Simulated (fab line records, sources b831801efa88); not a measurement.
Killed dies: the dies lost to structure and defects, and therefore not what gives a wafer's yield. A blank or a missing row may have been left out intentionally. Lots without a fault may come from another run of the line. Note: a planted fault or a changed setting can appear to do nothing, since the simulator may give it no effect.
Which tool is to blame? ; flow gf180mcu ; 7 lots, 21 wafers sampled, at 3 steps of a route of 602

== WHAT THE GAUGES SHOWED, per wafer ==
GF_M2_THK_MEAS_06: measures by xrf.
lot;measured;on;M2_ALCU_THK (nm)
L689;day 18 21:12;filmMetro-04;452 449 455
L692;day 20 02:44;filmMetro-04;450 454 464
L694;day 20 18:43;filmMetro-04;461 458 459
L696;day 21 08:48;filmMetro-04;453 450 449
L703;day 23 23:31;filmMetro-04;460 450 455
L707;day 25 04:35;filmMetro-03;451 453 447
L711;day 26 11:14;filmMetro-01;448 448 447

== WHICH TOOL RAN EACH LOT (tool, then ch and the chambers of the sampled wafers, then the start) ==
lot;GF_VT_IMPLANT_IMPLANT_41;GF_V1_STRIP_18
L689;implanter-02 ch 0, day 7 23:52;plasmaAsher-03 ch 0,1, day 18 19:32
L692;implanter-02 ch 0, day 8 17:29;plasmaAsher-02 ch 0,1, day 20 01:10
L694;implanter-03 ch 0, day 9 07:07;plasmaAsher-01 ch 0,1, day 20 17:10
L696;implanter-03 ch 0, day 9 19:08;plasmaAsher-01 ch 0,1, day 21 07:14
L703;implanter-02 ch 0, day 11 22:28;plasmaAsher-01 ch 0,1, day 23 21:56
L707;implanter-01 ch 0, day 12 22:56;plasmaAsher-03 ch 0,1, day 25 02:28
L711;implanter-01 ch 0, day 14 05:25;plasmaAsher-03 ch 0,1, day 26 09:34
- GF_VT_IMPLANT_IMPLANT_41
- GF_V1_STRIP_18: strips in O2/N2.

== THE ANSWER, worked out from the rows above alone ==
Rule: what is usual is taken from the lots themselves. Put in order of their means at a reading, lots are off if they are a third of the lots or fewer, leave a main group of 4 or more, and stand apart from it by a gap of 3 or more times the standard deviation of the main group's means; of several such gaps the widest counts. The tables above print the reading to a certain number of digits; a main group whose means all agree to those digits is not used. Also off: a lot with no number at a reading for which 4 or more lots have one. Any other lot the step has rows for is counted as sound.
No lot is off at any reading shown: from this, nothing can be told.

== WHAT WAS PUT IN BY THE SIMULATOR ==
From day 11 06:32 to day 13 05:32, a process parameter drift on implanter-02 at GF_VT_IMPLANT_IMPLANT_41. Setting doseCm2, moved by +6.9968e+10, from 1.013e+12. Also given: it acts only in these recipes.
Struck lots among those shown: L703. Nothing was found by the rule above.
